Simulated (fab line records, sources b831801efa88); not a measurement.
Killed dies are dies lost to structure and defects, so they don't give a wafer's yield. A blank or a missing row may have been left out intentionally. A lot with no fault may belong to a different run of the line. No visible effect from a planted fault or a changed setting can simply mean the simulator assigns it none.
Which of the tools did it? | flow sky130 | 11 lots with 33 wafers sampled at 3 steps, on a route of 708 steps

== WHAT THE GAUGES READ, wafer by wafer ==
SKY_VT_ADJUST_NCORE_OVL_MEAS_08. Usual: VT_ADJUST_NCORE_OVL -0.3 nm, standard deviation 1.6.
lot  | measured     | on         | VT_ADJUST_NCORE_OVL (nm) | flag
L706 | day 8 16:57  | overlay-01 | -2.4 -2.7 -1.7           |
L707 | day 9 02:40  | overlay-02 | -0.2 -0.7 -0.2           |
L708 | day 9 10:15  | overlay-01 | 1.2 0.5 1.9              |
L709 | day 9 12:55  | overlay-02 | 0.5 -1.5 0.8             |
L710 | day 9 16:49  | overlay-02 | -1.7 -1.4 -2.2           |
L711 | day 10 03:55 | overlay-01 | 0.6 1.2 -0.9             |
L712 | day 10 12:22 | overlay-02 | -2.1 -1.6 -2.2           |
L713 | day 10 15:57 | overlay-02 | -1.1 -1.4 -1.3           |
L714 | day 11 00:20 | overlay-02 | 0.1 -2.4 -1.9            |
L722 | day 13 15:01 | overlay-01 | -127.7 -124.8 -124.5     | OFF
L723 | day 13 15:45 | overlay-02 | -129.7 -129.5 -129.3     | OFF

SKY_CONTACT_THK_MEAS_03. Usual: CONTACT_HDPCVD_THK 572 nm, standard deviation 6.6.
lot  | measured     | on            | CONTACT_HDPCVD_THK (nm) | flag
L706 | day 30 12:30 | film-metro-04 | 563 565 566             |
L707 | day 30 21:16 | film-metro-01 | 559 565 574             |
L708 | day 31 09:25 | film-metro-02 | 579 572 586             |
L709 | day 31 17:37 | film-metro-04 | 573 573 568             |
L710 | day 31 20:21 | film-metro-01 | 570 580 574             |
L711 | day 32 06:59 | film-metro-02 | 567 571 578             |
L712 | day 32 20:22 | film-metro-04 | 587 584 576             |
L713 | day 33 07:50 | film-metro-04 | 570 573 573             |
L714 | day 33 09:37 | film-metro-01 | 569 573 568             |
L722 | day 36 04:05 | film-metro-01 | 580 578 574             |
L723 | day 36 04:40 | film-metro-02 | 576 578 569             |

== EACH LOT AND THE TOOL THAT RAN IT (in order: tool; ch and the chambers of the sampled wafers; start) ==
lot  | SKY_VT_ADJUST_NCORE_EXPOSE_04
L706 | iline-stepper-01 ch 0, day 8 06:37
L707 | iline-stepper-02 ch 0, day 8 15:32
L708 | iline-stepper-02 ch 0, day 8 23:15
L709 | iline-stepper-02 ch 0, day 9 01:45
L710 | iline-stepper-02 ch 0, day 9 05:38
L711 | iline-stepper-01 ch 0, day 9 17:47
L712 | iline-stepper-01 ch 0, day 10 00:52
L713 | iline-stepper-01 ch 0, day 10 05:07
L714 | iline-stepper-01 ch 0, day 10 13:31
L722 | iline-stepper-02 ch 0, day 13 02:40
L723 | iline-stepper-02 ch 0, day 13 03:12
- SKY_VT_ADJUST_NCORE_EXPOSE_04: exposes mask LVTN COMPLEMENT THIN, target cd 380 nm.

== WHAT THE TOOLS THEMSELVES READ (means of the sampled wafers that have a number; where no wafer has one, the mark that the record gives instead) ==
The record holds no such reading with a usual standard deviation.

== THE ANSWER, worked out from the rows above alone ==
Rule: lot off if the mean of its wafers having a number is beyond 3 standard deviations from the usual mean. A lot without any number at a reading at which 4 lots or more have one is off too. Any other lot the step has rows for is counted as sound. The gauges are gone through in route order, then the tools' own readings, and for those a lot's mean is taken as printed above. At the first step where some lot is off, the reading lying furthest off is the one used; lots without a number count as furthest.
Off: L722, L723, at SKY_VT_ADJUST_NCORE_OVL_MEAS_08 (VT_ADJUST_NCORE_OVL).
A tool fits if, at a process step before that reading, it ran every lot that is off, and no sound lot after the first of them. The gauges at SKY_VT_ADJUST_NCORE_OVL_MEAS_08 are tried like those tools. One fits: SKY_VT_ADJUST_NCORE_EXPOSE_04 on iline-stepper-02. Its last sound lot is L710 (day 9 05:38), its first lot that is off L722 (day 13 02:40): a fault that began between those two fits.

== WHAT WAS PUT IN BY THE SIMULATOR ==
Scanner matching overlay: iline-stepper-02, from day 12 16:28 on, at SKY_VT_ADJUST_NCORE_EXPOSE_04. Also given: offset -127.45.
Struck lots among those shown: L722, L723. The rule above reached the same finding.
